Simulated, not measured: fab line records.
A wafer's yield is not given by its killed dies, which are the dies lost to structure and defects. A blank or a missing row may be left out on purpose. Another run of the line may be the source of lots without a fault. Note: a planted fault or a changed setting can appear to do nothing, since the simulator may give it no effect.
The tool behind it: which one? :: flow gf180mcu :: 72 wafers from 24 lots sampled at 5 of the route's 602 steps

WHAT EACH GAUGE READ, for each wafer
GF_CONTACT_BOW_MEAS_05. Usual: for CONTACT_BOW the level is 66 um and the standard deviation is 7.1.
lot: L074
measured: day 15 06:15
on: film-metro-04
CONTACT_BOW (um): 76 75 71
flag: 

lot: L075
measured: day 16 02:52
on: film-metro-02
CONTACT_BOW (um): 60 83 69
flag: 

lot: L076
measured: day 16 04:01
on: film-metro-01
CONTACT_BOW (um): 80 74 73
flag: 

lot: L077
measured: day 16 08:16
on: film-metro-01
CONTACT_BOW (um): 59 57 64
flag: 

lot: L078
measured: day 16 23:02
on: film-metro-04
CONTACT_BOW (um): 59 71 68
flag: 

lot: L079
measured: day 17 11:02
on: film-metro-02
CONTACT_BOW (um): 78 59 76
flag: 

lot: L080
measured: day 17 22:24
on: film-metro-02
CONTACT_BOW (um): 73 72 63
flag: 

lot: L081
measured: day 17 22:05
on: film-metro-01
CONTACT_BOW (um): 56 63 63
flag: 

lot: L082
measured: day 18 06:30
on: film-metro-04
CONTACT_BOW (um): 67 62 78
flag: 

lot: L083
measured: day 18 15:41
on: film-metro-02
CONTACT_BOW (um): 55 70 63
flag: 

lot: L084
measured: day 18 22:02
on: film-metro-01
CONTACT_BOW (um): 59 72 54
flag: 

lot: L085
measured: day 19 04:37
on: film-metro-04
CONTACT_BOW (um): 63 66 79
flag: 

lot: L086
measured: day 19 11:46
on: film-metro-01
CONTACT_BOW (um): 70 61 74
flag: 

lot: L087
measured: day 19 20:46
on: film-metro-01
CONTACT_BOW (um): 59 77 60
flag: 

lot: L088
measured: day 20 09:32
on: film-metro-01
CONTACT_BOW (um): 51 67 61
flag: 

lot: L089
measured: day 20 13:04
on: film-metro-02
CONTACT_BOW (um): 80 70 77
flag: 

lot: L090
measured: day 20 23:21
on: film-metro-02
CONTACT_BOW (um): 72 72 57
flag: 

lot: L091
measured: day 21 09:32
on: film-metro-04
CONTACT_BOW (um): 66 64 56
flag: 

lot: L092
measured: day 21 12:46
on: film-metro-02
CONTACT_BOW (um): 67 53 54
flag: 

lot: L093
measured: day 21 18:44
on: film-metro-01
CONTACT_BOW (um): 67 51 61
flag: 

lot: L094
measured: day 22 05:44
on: film-metro-04
CONTACT_BOW (um): 67 79 67
flag: 

lot: L095
measured: day 22 16:34
on: film-metro-04
CONTACT_BOW (um): 68 72 63
flag: 

lot: L096
measured: day 22 20:14
on: film-metro-02
CONTACT_BOW (um): 65 64 62
flag: 

lot: L097
measured: day 23 01:11
on: film-metro-01
CONTACT_BOW (um): 77 75 65
flag: 

GF_TOP_METAL_THK_MEAS_06: measures by xrf. Usual: for TOP_METAL_ALCU_THK the level is 888 nm and the standard deviation is 8.9.
lot: L074
measured: day 27 07:51
on: film-metro-03
TOP_METAL_ALCU_THK (nm): 888 883 882
flag: 

lot: L075
measured: day 28 02:00
on: film-metro-04
TOP_METAL_ALCU_THK (nm): 876 873 874
flag: 

lot: L076
measured: day 28 04:08
on: film-metro-03
TOP_METAL_ALCU_THK (nm): 902 888 906
flag: 

lot: L077
measured: day 28 06:29
on: film-metro-02
TOP_METAL_ALCU_THK (nm): 895 901 889
flag: 

lot: L078
measured: day 28 20:48
on: film-metro-04
TOP_METAL_ALCU_THK (nm): 883 905 888
flag: 

lot: L079
measured: day 29 06:04
on: film-metro-04
TOP_METAL_ALCU_THK (nm): 882 882 875
flag: 

lot: L080
measured: day 29 15:26
on: film-metro-04
TOP_METAL_ALCU_THK (nm): 884 876 883
flag: 

lot: L081
measured: day 29 14:32
on: film-metro-03
TOP_METAL_ALCU_THK (nm): 891 892 894
flag: 

lot: L082
measured: day 29 21:31
on: film-metro-02
TOP_METAL_ALCU_THK (nm): 889 893 889
flag: 

lot: L083
measured: day 30 03:26
on: film-metro-02
TOP_METAL_ALCU_THK (nm): 879 880 885
flag: 

lot: L084
measured: day 30 10:03
on: film-metro-03
TOP_METAL_ALCU_THK (nm): 884 878 886
flag: 

lot: L085
measured: day 30 14:09
on: film-metro-04
TOP_METAL_ALCU_THK (nm): 891 888 885
flag: 

lot: L086
measured: day 30 22:10
on: film-metro-04
TOP_METAL_ALCU_THK (nm): 882 884 888
flag: 

lot: L087
measured: day 31 02:45
on: film-metro-02
TOP_METAL_ALCU_THK (nm): 898 871 898
flag: 

lot: L088
measured: day 31 12:07
on: film-metro-02
TOP_METAL_ALCU_THK (nm): 889 886 892
flag: 

lot: L089
measured: day 31 14:02
on: film-metro-02
TOP_METAL_ALCU_THK (nm): 888 881 892
flag: 

lot: L090
measured: day 32 01:14
on: film-metro-04
TOP_METAL_ALCU_THK (nm): 894 894 917
flag: 

lot: L091
measured: day 32 07:08
on: film-metro-03
TOP_METAL_ALCU_THK (nm): 878 898 877
flag: 

lot: L092
measured: day 32 08:56
on: film-metro-02
TOP_METAL_ALCU_THK (nm): 881 883 882
flag: 

lot: L093
measured: day 32 12:55
on: film-metro-03
TOP_METAL_ALCU_THK (nm): 876 878 869
flag: 

lot: L094
measured: day 32 23:31
on: film-metro-03
TOP_METAL_ALCU_THK (nm): 888 891 886
flag: 

lot: L095
measured: day 33 03:46
on: film-metro-04
TOP_METAL_ALCU_THK (nm): 898 905 897
flag: 

lot: L096
measured: day 33 06:58
on: film-metro-03
TOP_METAL_ALCU_THK (nm): 878 889 898
flag: 

lot: L097
measured: day 33 11:29
on: film-metro-02
TOP_METAL_ALCU_THK (nm): 902 889 894
flag: 

WHICH TOOL RAN EACH LOT (tool, then ch and the chambers of the sampled wafers, then the start)
lot: L074
GF_DUAL_GATE_STRIP_13: plasma-asher-01 ch 0,1, day 8 08:23
GF_CONTACT_CVD_24: cvd-w-01 ch 0,1, day 16 05:01
GF_V5_SPUTTER_22: pvd-sputter-04, day 27 06:52

lot: L075
GF_DUAL_GATE_STRIP_13: plasma-asher-02 ch 0,1, day 8 18:28
GF_CONTACT_CVD_24: cvd-w-02 ch 0,1, day 17 01:49
GF_V5_SPUTTER_22: pvd-sputter-04, day 28 01:00

lot: L076
GF_DUAL_GATE_STRIP_13: plasma-asher-01 ch 0,1, day 8 18:41
GF_CONTACT_CVD_24: cvd-w-01 ch 0,1, day 17 03:38
GF_V5_SPUTTER_22: pvd-sputter-02, day 28 03:10

lot: L077
GF_DUAL_GATE_STRIP_13: plasma-asher-01 ch 0,1, day 9 05:37
GF_CONTACT_CVD_24: cvd-w-01 ch 0,1, day 17 07:29
GF_V5_SPUTTER_22: pvd-sputter-04, day 28 05:31

lot: L078
GF_DUAL_GATE_STRIP_13: plasma-asher-03 ch 0,1, day 9 18:43
GF_CONTACT_CVD_24: cvd-w-01 ch 1, day 17 22:49
GF_V5_SPUTTER_22: pvd-sputter-02, day 28 19:50

lot: L079
GF_DUAL_GATE_STRIP_13: plasma-asher-02 ch 0,1, day 10 03:35
GF_CONTACT_CVD_24: cvd-w-01 ch 0,1, day 18 10:42
GF_V5_SPUTTER_22: pvd-sputter-01, day 29 05:06

lot: L080
GF_DUAL_GATE_STRIP_13: plasma-asher-03 ch 0,1, day 10 09:37
GF_CONTACT_CVD_24: cvd-w-02 ch 0,1, day 18 22:43
GF_V5_SPUTTER_22: pvd-sputter-02, day 29 14:25

lot: L081
GF_DUAL_GATE_STRIP_13: plasma-asher-02 ch 0,1, day 10 09:53
GF_CONTACT_CVD_24: cvd-w-01 ch 0,1, day 18 22:20
GF_V5_SPUTTER_22: pvd-sputter-02, day 29 13:33

lot: L082
GF_DUAL_GATE_STRIP_13: plasma-asher-01 ch 0,1, day 10 16:37
GF_CONTACT_CVD_24: cvd-w-02 ch 0,1, day 19 06:34
GF_V5_SPUTTER_22: pvd-sputter-04, day 29 20:33

lot: L083
GF_DUAL_GATE_STRIP_13: plasma-asher-01 ch 0,1, day 11 01:53
GF_CONTACT_CVD_24: cvd-w-01 ch 0,1, day 19 16:40
GF_V5_SPUTTER_22: pvd-sputter-01, day 30 02:28

lot: L084
GF_DUAL_GATE_STRIP_13: plasma-asher-02 ch 0,1, day 11 04:50
GF_CONTACT_CVD_24: cvd-w-02 ch 0,1, day 19 22:53
GF_V5_SPUTTER_22: pvd-sputter-02, day 30 08:46

lot: L085
GF_DUAL_GATE_STRIP_13: plasma-asher-03 ch 0,1, day 11 13:37
GF_CONTACT_CVD_24: cvd-w-02 ch 0,1, day 20 05:49
GF_V5_SPUTTER_22: pvd-sputter-01, day 30 13:06

lot: L086
GF_DUAL_GATE_STRIP_13: plasma-asher-02 ch 0,1, day 11 15:08
GF_CONTACT_CVD_24: cvd-w-01 ch 0,1, day 20 12:31
GF_V5_SPUTTER_22: pvd-sputter-04, day 30 21:02

lot: L087
GF_DUAL_GATE_STRIP_13: plasma-asher-03 ch 0,1, day 12 00:13
GF_CONTACT_CVD_24: cvd-w-01 ch 0,1, day 20 22:04
GF_V5_SPUTTER_22: pvd-sputter-01, day 31 01:43

lot: L088
GF_DUAL_GATE_STRIP_13: plasma-asher-03 ch 0,1, day 12 08:20
GF_CONTACT_CVD_24: cvd-w-01 ch 0,1, day 21 10:51
GF_V5_SPUTTER_22: pvd-sputter-04, day 31 11:08

lot: L089
GF_DUAL_GATE_STRIP_13: plasma-asher-02 ch 0,1, day 12 15:17
GF_CONTACT_CVD_24: cvd-w-02 ch 0,1, day 21 14:32
GF_V5_SPUTTER_22: pvd-sputter-04, day 31 13:04

lot: L090
GF_DUAL_GATE_STRIP_13: plasma-asher-01 ch 0,1, day 12 21:11
GF_CONTACT_CVD_24: cvd-w-02 ch 0,1, day 22 00:14
GF_V5_SPUTTER_22: pvd-sputter-04, day 32 00:16

lot: L091
GF_DUAL_GATE_STRIP_13: plasma-asher-03 ch 0,1, day 13 07:14
GF_CONTACT_CVD_24: cvd-w-02 ch 0,1, day 22 10:13
GF_V5_SPUTTER_22: pvd-sputter-02, day 32 06:10

lot: L092
GF_DUAL_GATE_STRIP_13: plasma-asher-03 ch 0,1, day 13 10:58
GF_CONTACT_CVD_24: cvd-w-01 ch 0,1, day 22 13:13
GF_V5_SPUTTER_22: pvd-sputter-01, day 32 07:57

lot: L093
GF_DUAL_GATE_STRIP_13: plasma-asher-03 ch 0,1, day 13 18:21
GF_CONTACT_CVD_24: cvd-w-01 ch 0,1, day 22 19:28
GF_V5_SPUTTER_22: pvd-sputter-04, day 32 11:55

lot: L094
GF_DUAL_GATE_STRIP_13: plasma-asher-03 ch 0,1, day 14 02:07
GF_CONTACT_CVD_24: cvd-w-01 ch 0,1, day 23 05:39
GF_V5_SPUTTER_22: pvd-sputter-04, day 32 22:32

lot: L095
GF_DUAL_GATE_STRIP_13: plasma-asher-03 ch 0,1, day 14 09:17
GF_CONTACT_CVD_24: cvd-w-01 ch 0,1, day 23 16:11
GF_V5_SPUTTER_22: pvd-sputter-02, day 33 02:46

lot: L096
GF_DUAL_GATE_STRIP_13: plasma-asher-01 ch 0,1, day 14 15:34
GF_CONTACT_CVD_24: cvd-w-02 ch 1, day 23 19:29
GF_V5_SPUTTER_22: pvd-sputter-01, day 33 06:00

lot: L097
GF_DUAL_GATE_STRIP_13: plasma-asher-01 ch 0,1, day 14 19:10
GF_CONTACT_CVD_24: cvd-w-02 ch 0,1, day 23 23:21
GF_V5_SPUTTER_22: pvd-sputter-04, day 33 10:30
- GF_DUAL_GATE_STRIP_13: strips in O2/N2.
- GF_CONTACT_CVD_24: deposits W, target thk 300 nm, time 90.339 s.
- GF_V5_SPUTTER_22: material TiN, target thk 10 nm, time 40 s.

AS READ BY THE TOOLS THEMSELVES (means over the sampled wafers that have a number; for cases with no such wafer, the mark the record gives instead)
GF_DUAL_GATE_STRIP_13. Usual: drypump-motor-current-A 5.6 A, standard deviation 0.38; heater-power-w 324 W, standard deviation 44; n2-flow-sccm 299.9 sccm, standard deviation 0.86; oes-product-au 0.716 a.u., standard deviation 0.0047; strip-time-to-endpoint-s 12.64 s, standard deviation 0.041.
lot: L074
tool: plasma-asher-01
drypump-motor-current-A (A): 5.3
heater-power-w (W): 372
n2-flow-sccm (sccm): 300.4
oes-product-au (a.u.): 0.715
strip-time-to-endpoint-s (s): 12.64
flag: 

lot: L075
tool: plasma-asher-02
drypump-motor-current-A (A): 5.7
heater-power-w (W): 332
n2-flow-sccm (sccm): 299.7
oes-product-au (a.u.): 0.715
strip-time-to-endpoint-s (s): 12.67
flag: 

lot: L076
tool: plasma-asher-01
drypump-motor-current-A (A): 5.3
heater-power-w (W): 372
n2-flow-sccm (sccm): 299.9
oes-product-au (a.u.): 0.717
strip-time-to-endpoint-s (s): 12.66
flag: 

lot: L077
tool: plasma-asher-01
drypump-motor-current-A (A): 5.3
heater-power-w (W): 377
n2-flow-sccm (sccm): 299.1
oes-product-au (a.u.): 0.718
strip-time-to-endpoint-s (s): 12.65
flag: 

lot: L078
tool: plasma-asher-03
drypump-motor-current-A (A): 5.6
heater-power-w (W): 278
n2-flow-sccm (sccm): 299.8
oes-product-au (a.u.): 0.717
strip-time-to-endpoint-s (s): 12.63
flag: 

lot: L079
tool: plasma-asher-02
drypump-motor-current-A (A): 5.7
heater-power-w (W): 326
n2-flow-sccm (sccm): 299.8
oes-product-au (a.u.): 0.712
strip-time-to-endpoint-s (s): 12.63
flag: 

lot: L080
tool: plasma-asher-03
drypump-motor-current-A (A): 5.9
heater-power-w (W): 273
n2-flow-sccm (sccm): 300.0
oes-product-au (a.u.): 0.717
strip-time-to-endpoint-s (s): 12.60
flag: 

lot: L081
tool: plasma-asher-02
drypump-motor-current-A (A): 5.7
heater-power-w (W): 332
n2-flow-sccm (sccm): 300.2
oes-product-au (a.u.): 0.715
strip-time-to-endpoint-s (s): 12.60
flag: 

lot: L082
tool: plasma-asher-01
drypump-motor-current-A (A): 5.3
heater-power-w (W): 372
n2-flow-sccm (sccm): 300.4
oes-product-au (a.u.): 0.711
strip-time-to-endpoint-s (s): 12.63
flag: 

lot: L083
tool: plasma-asher-01
drypump-motor-current-A (A): 5.3
heater-power-w (W): 371
n2-flow-sccm (sccm): 300.2
oes-product-au (a.u.): 0.717
strip-time-to-endpoint-s (s): 12.62
flag: 

lot: L084
tool: plasma-asher-02
drypump-motor-current-A (A): 5.7
heater-power-w (W): 335
n2-flow-sccm (sccm): 298.7
oes-product-au (a.u.): 0.716
strip-time-to-endpoint-s (s): 12.63
flag: 

lot: L085
tool: plasma-asher-03
drypump-motor-current-A (A): 5.6
heater-power-w (W): 277
n2-flow-sccm (sccm): 299.2
oes-product-au (a.u.): 0.717
strip-time-to-endpoint-s (s): 12.63
flag: 

lot: L086
tool: plasma-asher-02
drypump-motor-current-A (A): 5.8
heater-power-w (W): 345
n2-flow-sccm (sccm): 299.5
oes-product-au (a.u.): 0.719
strip-time-to-endpoint-s (s): 12.61
flag: 

lot: L087
tool: plasma-asher-03
drypump-motor-current-A (A): 5.6
heater-power-w (W): 282
n2-flow-sccm (sccm): 299.7
oes-product-au (a.u.): 0.715
strip-time-to-endpoint-s (s): 12.58
flag: 

lot: L088
tool: plasma-asher-03
drypump-motor-current-A (A): 5.6
heater-power-w (W): 277
n2-flow-sccm (sccm): 300.1
oes-product-au (a.u.): 0.712
strip-time-to-endpoint-s (s): 12.63
flag: 

lot: L089
tool: plasma-asher-02
drypump-motor-current-A (A): 5.8
heater-power-w (W): 343
n2-flow-sccm (sccm): 300.1
oes-product-au (a.u.): 0.721
strip-time-to-endpoint-s (s): 12.69
flag: 

lot: L090
tool: plasma-asher-01
drypump-motor-current-A (A): 5.3
heater-power-w (W): 376
n2-flow-sccm (sccm): 299.6
oes-product-au (a.u.): 0.717
strip-time-to-endpoint-s (s): 12.59
flag: 

lot: L091
tool: plasma-asher-03
drypump-motor-current-A (A): 5.6
heater-power-w (W): 277
n2-flow-sccm (sccm): 300.8
oes-product-au (a.u.): 0.719
strip-time-to-endpoint-s (s): 12.63
flag: 

lot: L092
tool: plasma-asher-03
drypump-motor-current-A (A): 5.6
heater-power-w (W): 279
n2-flow-sccm (sccm): 300.1
oes-product-au (a.u.): 0.709
strip-time-to-endpoint-s (s): 12.66
flag: 

lot: L093
tool: plasma-asher-03
drypump-motor-current-A (A): 5.9
heater-power-w (W): 270
n2-flow-sccm (sccm): 300.0
oes-product-au (a.u.): 0.716
strip-time-to-endpoint-s (s): 12.66
flag: 

lot: L094
tool: plasma-asher-03
drypump-motor-current-A (A): 5.9
heater-power-w (W): 274
n2-flow-sccm (sccm): 300.5
oes-product-au (a.u.): 0.718
strip-time-to-endpoint-s (s): 12.63
flag: 

lot: L095
tool: plasma-asher-03
drypump-motor-current-A (A): 5.6
heater-power-w (W): 277
n2-flow-sccm (sccm): 300.5
oes-product-au (a.u.): 0.715
strip-time-to-endpoint-s (s): 12.72
flag: 

lot: L096
tool: plasma-asher-01
drypump-motor-current-A (A): 5.2
heater-power-w (W): 373
n2-flow-sccm (sccm): 300.3
oes-product-au (a.u.): 0.716
strip-time-to-endpoint-s (s): 12.70
flag: 

lot: L097
tool: plasma-asher-01
drypump-motor-current-A (A): 5.3
heater-power-w (W): 370
n2-flow-sccm (sccm): 300.2
oes-product-au (a.u.): 0.719
strip-time-to-endpoint-s (s): 12.69
flag: 

GF_CONTACT_CVD_24. Usual: heater-power-w reads 842 W (standard deviation 93).
lot: L074
tool: cvd-w-01
heater-power-w (W): 888
flag: 

lot: L075
tool: cvd-w-02
heater-power-w (W): 767
flag: 

lot: L076
tool: cvd-w-01
heater-power-w (W): 923
flag: 

lot: L077
tool: cvd-w-01
heater-power-w (W): 927
flag: 

lot: L078
tool: cvd-w-01
heater-power-w (W): 941
flag: 

lot: L079
tool: cvd-w-01
heater-power-w (W): 909
flag: 

lot: L080
tool: cvd-w-02
heater-power-w (W): 761
flag: 

lot: L081
tool: cvd-w-01
heater-power-w (W): 885
flag: 

lot: L082
tool: cvd-w-02
heater-power-w (W): 730
flag: 

lot: L083
tool: cvd-w-01
heater-power-w (W): 926
flag: 

lot: L084
tool: cvd-w-02
heater-power-w (W): 768
flag: 

lot: L085
tool: cvd-w-02
heater-power-w (W): 725
flag: 

lot: L086
tool: cvd-w-01
heater-power-w (W): 919
flag: 

lot: L087
tool: cvd-w-01
heater-power-w (W): 928
flag: 

lot: L088
tool: cvd-w-01
heater-power-w (W): 929
flag: 

lot: L089
tool: cvd-w-02
heater-power-w (W): 772
flag: 

lot: L090
tool: cvd-w-02
heater-power-w (W): 778
flag: 

lot: L091
tool: cvd-w-02
heater-power-w (W): 768
flag: 

lot: L092
tool: cvd-w-01
heater-power-w (W): 896
flag: 

lot: L093
tool: cvd-w-01
heater-power-w (W): 899
flag: 

lot: L094
tool: cvd-w-01
heater-power-w (W): 926
flag: 

lot: L095
tool: cvd-w-01
heater-power-w (W): 893
flag: 

lot: L096
tool: cvd-w-02
heater-power-w (W): 695
flag: 

lot: L097
tool: cvd-w-02
heater-power-w (W): 774
flag: 

GF_V5_SPUTTER_22. Usual: cathode-dc-power-W 4000.0 W, standard deviation 0.61; throttle-valve-pct 30.2 %, standard deviation 1.
lot: L074
tool: pvd-sputter-04
cathode-dc-power-W (W): 3999.9
throttle-valve-pct (%): 30.5
flag: 

lot: L075
tool: pvd-sputter-04
cathode-dc-power-W (W): 4000.2
throttle-valve-pct (%): 31.6
flag: 

lot: L076
tool: pvd-sputter-02
cathode-dc-power-W (W): 4000.2
throttle-valve-pct (%): 30.0
flag: 

lot: L077
tool: pvd-sputter-04
cathode-dc-power-W (W): 3999.8
throttle-valve-pct (%): 30.5
flag: 

lot: L078
tool: pvd-sputter-02
cathode-dc-power-W (W): 4000.2
throttle-valve-pct (%): 29.8
flag: 

lot: L079
tool: pvd-sputter-01
cathode-dc-power-W (W): 4000.1
throttle-valve-pct (%): 30.5
flag: 

lot: L080
tool: pvd-sputter-02
cathode-dc-power-W (W): 3999.2
throttle-valve-pct (%): 30.1
flag: 

lot: L081
tool: pvd-sputter-02
cathode-dc-power-W (W): 4000.1
throttle-valve-pct (%): 29.9
flag: 

lot: L082
tool: pvd-sputter-04
cathode-dc-power-W (W): 4000.2
throttle-valve-pct (%): 31.0
flag: 

lot: L083
tool: pvd-sputter-01
cathode-dc-power-W (W): 3999.9
throttle-valve-pct (%): 31.6
flag: 

lot: L084
tool: pvd-sputter-02
cathode-dc-power-W (W): 4000.2
throttle-valve-pct (%): 30.0
flag: 

lot: L085
tool: pvd-sputter-01
cathode-dc-power-W (W): 3999.5
throttle-valve-pct (%): 30.7
flag: 

lot: L086
tool: pvd-sputter-04
cathode-dc-power-W (W): 3999.8
throttle-valve-pct (%): 30.5
flag: 

lot: L087
tool: pvd-sputter-01
cathode-dc-power-W (W): 3999.8
throttle-valve-pct (%): 30.5
flag: 

lot: L088
tool: pvd-sputter-04
cathode-dc-power-W (W): 3999.8
throttle-valve-pct (%): 30.8
flag: 

lot: L089
tool: pvd-sputter-04
cathode-dc-power-W (W): 3999.9
throttle-valve-pct (%): 30.2
flag: 

lot: L090
tool: pvd-sputter-04
cathode-dc-power-W (W): 3999.6
throttle-valve-pct (%): 31.1
flag: 

lot: L091
tool: pvd-sputter-02
cathode-dc-power-W (W): 4000.7
throttle-valve-pct (%): 29.6
flag: 

lot: L092
tool: pvd-sputter-01
cathode-dc-power-W (W): 4000.1
throttle-valve-pct (%): 29.7
flag: 

lot: L093
tool: pvd-sputter-04
cathode-dc-power-W (W): 4000.4
throttle-valve-pct (%): 29.7
flag: 

lot: L094
tool: pvd-sputter-04
cathode-dc-power-W (W): 4000.0
throttle-valve-pct (%): 30.0
flag: 

lot: L095
tool: pvd-sputter-02
cathode-dc-power-W (W): 4000.1
throttle-valve-pct (%): 29.5
flag: 

lot: L096
tool: pvd-sputter-01
cathode-dc-power-W (W): 4000.3
throttle-valve-pct (%): 31.3
flag: 

lot: L097
tool: pvd-sputter-04
cathode-dc-power-W (W): 3999.7
throttle-valve-pct (%): 29.6
flag: 

THE ANSWER, worked out from the rows above alone
Rule: take the mean of a lot's wafers that have a number; if it is more than 3 standard deviations from the usual mean, the lot is off. A lot without any number at a reading at which 4 lots or more have one is off too. Any other lot the step has rows for is counted as sound. First the gauges in route order, then the tools' own readings, where a lot's mean is used as printed above. The first step at which some lot is off is used, and at that step the reading that is off furthest; a lot without a number counts as furthest.
Nothing can be told from this: no lot is off at any reading shown.

WHAT THE SIMULATOR HAD PUT IN
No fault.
